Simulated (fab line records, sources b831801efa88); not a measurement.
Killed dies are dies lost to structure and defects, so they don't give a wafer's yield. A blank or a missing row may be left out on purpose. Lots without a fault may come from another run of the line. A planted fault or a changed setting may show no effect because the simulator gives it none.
Which tool did it? | flow sky130 | 14 lots, 42 wafers sampled, at 1 step of a route of 708

WHAT THE GAUGES READ, wafer by wafer
SKY_VIA2_CD_MEAS_12: target cd 200 nm. Usual: cd_nm 199.7 nm, standard deviation 1.7.
lot  | measured     | on        | cd_nm (nm)        | flag
L174 | day 36 00:15 | cd_sem-01 | 199.2 198.4 201.0 |
L175 | day 37 07:54 | cd_sem-02 | 199.6 199.9 199.7 |
L180 | day 38 04:37 | cd_sem-02 | 197.2 196.4 196.4 |
L181 | day 38 06:57 | cd_sem-01 | 198.4 200.2 199.2 |
L182 | day 38 20:07 | cd_sem-01 | 200.1 201.5 202.2 |
L183 | day 38 23:55 | cd_sem-01 | 198.1 199.8 199.1 |
L188 | day 41 18:20 | cd_sem-01 | 200.6 200.9 200.7 |
L190 | day 41 20:56 | cd_sem-01 | 197.0 196.2 198.9 |
L192 | day 41 22:05 | cd_sem-01 | 201.7 201.7 201.1 |
L189 | day 41 22:41 | cd_sem-01 | 203.1 203.3 204.5 |
L194 | day 42 09:45 | cd_sem-02 | 198.8 198.9 196.3 |
L196 | day 43 12:26 | cd_sem-02 | 198.6 199.9 200.0 |
L195 | day 43 13:26 | cd_sem-02 | 200.2 198.7 201.2 |
L197 | day 43 15:41 | cd_sem-02 | 199.0 199.4 200.4 |

WHICH TOOL RAN EACH LOT (tool, then ch and the chambers of the sampled wafers, then the start)
The record holds no process step before these readings.

WHAT THE TOOLS THEMSELVES READ (means of the sampled wafers that have a number; where no wafer has one, the mark that the record gives instead)
The record holds no such reading with a usual standard deviation.

THE ANSWER, worked out from the rows above alone
Rule: a lot is off if the mean of its wafers that have a number lies more than 3 standard deviations from the usual mean. A lot without any number at a reading at which 4 lots or more have one is off too. The other lots that the step has rows for count as sound. The gauges are gone through in route order, then the tools' own readings, and for those a lot's mean is taken as printed above. The first step at which some lot is off is used, and at that step the reading that is off furthest; a lot without a number counts as furthest.
No lot is off at any reading shown: from this, nothing can be told.

WHAT THE SIMULATOR HAD PUT IN
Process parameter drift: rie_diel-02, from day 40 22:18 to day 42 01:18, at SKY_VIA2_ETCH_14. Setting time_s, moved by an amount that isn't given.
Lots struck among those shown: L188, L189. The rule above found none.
